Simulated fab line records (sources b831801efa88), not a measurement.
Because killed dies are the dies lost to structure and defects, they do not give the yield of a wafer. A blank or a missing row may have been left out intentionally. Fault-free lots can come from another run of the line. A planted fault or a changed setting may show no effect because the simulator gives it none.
8D (eight disciplines) problem report, filled in by code -- flow gf180mcu -- the parts of the form that need people (team, actions taken, sign-off) are left out

== 1. THE ISSUE ==
At GF_SAB_ETCH_11, oes-product-au averages 1.365 a.u. over 3 wafers from 2 lots, while fault-free wafers read 0.999 a.u., standard deviation 0.012. That is +30 standard deviations from the usual mean.
The step: etches SiO2 in C4F8/O2/Ar, target depth 55 nm, time 8.5 s.
Earliest sighting: wafer L763.3 on rie-diel-04 at day 16 22:16. The record holds 18 wafers of 6 lots with a number at this step. By rule, "out" or "out of limits" means more than 4 standard deviations away from the usual mean. Any other wafer with a number is counted as sound.

== 2. WHAT IT IS, AND WHAT IT ISN'T ==
question,is,is not
which readings at this step,oes-product-au,-
which lots,"L763, L766","L759, L762, L777, L779"
which wafers of those lots,"L763.3, L763.5, L766.4","L763.1, L766.1, L766.6"
read on which tools,rie-diel-04,"rie-diel-01, rie-diel-03"
when,from day 16 22:16,"up to then (7 sound wafers); but 8 sound wafers of L766, L777, L779 came after"

== 3. WHAT RULES OUT EACH SUSPECT ==
Counting: any tool at a process step up to the reading remains a suspect provided it ran every lot that is out. Sound lots after the first of them don't rule it out here, since some wafers of a struck lot are sound.
- pecvd-01 at GF_SAB_CVD_00 (deposits SiO2 from TEOS, target thk 50 nm, time 4.9302 s): kept. It ran every lot that is out, first L763 (day 15 23:39).
- rie-diel-04 at GF_SAB_ETCH_11 (etches SiO2 in C4F8/O2/Ar, target depth 55 nm, time 8.5 s): kept. It processed each lot that is out (first: L763, day 16 22:16); up to then, its last sound lot is L759 (day 15 15:31). On those wafers its own readings are out: oes-product-au.
- Within pecvd-01 at GF_SAB_CVD_00: the wafers that are out ran in chambers 1, 2; their sound lot-mates ran in chamber 0.
- rie-diel-04, GF_SAB_ETCH_11: wafers that are out in chamber 3, sound lot-mates in chambers 0, 2.
Left after counting: pecvd-01 at GF_SAB_CVD_00, rie-diel-04 at GF_SAB_ETCH_11.

== 4. THE CAUSE (what the simulator had put in) ==
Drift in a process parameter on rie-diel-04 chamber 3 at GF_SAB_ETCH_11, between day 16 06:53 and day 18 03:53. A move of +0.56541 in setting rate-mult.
Counting leaves 2 suspects; this tool is one of them.

== 5. SEQUENCE OF EFFECTS, ordered by route ==
One row per reading whose mean, taken over the struck wafers that have a number, lies over 3 standard deviations from the usual. Readings are gone through only where the record gives a usual standard deviation; hours: the median, over the lots, of the time from a lot's start at the first step in this table giving one to that lot's start at this step; sigmas: the change measured in usual standard deviations.
hours,step,reading,usual,on struck wafers,change,sigmas
0,GF_SAB_ETCH_11,oes-product-au,0.999 a.u.,1.365,+0.366,+30
The process steps in it:
- GF_SAB_ETCH_11: etches SiO2 in C4F8/O2/Ar, target depth 55 nm, time 8.5 s.

== 6. HOW IT WOULD HAVE BEEN CAUGHT EARLIER ==
15 hours passed between the start of the fault at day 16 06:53 and the first reading out of limits in this record, taken at day 16 22:16.
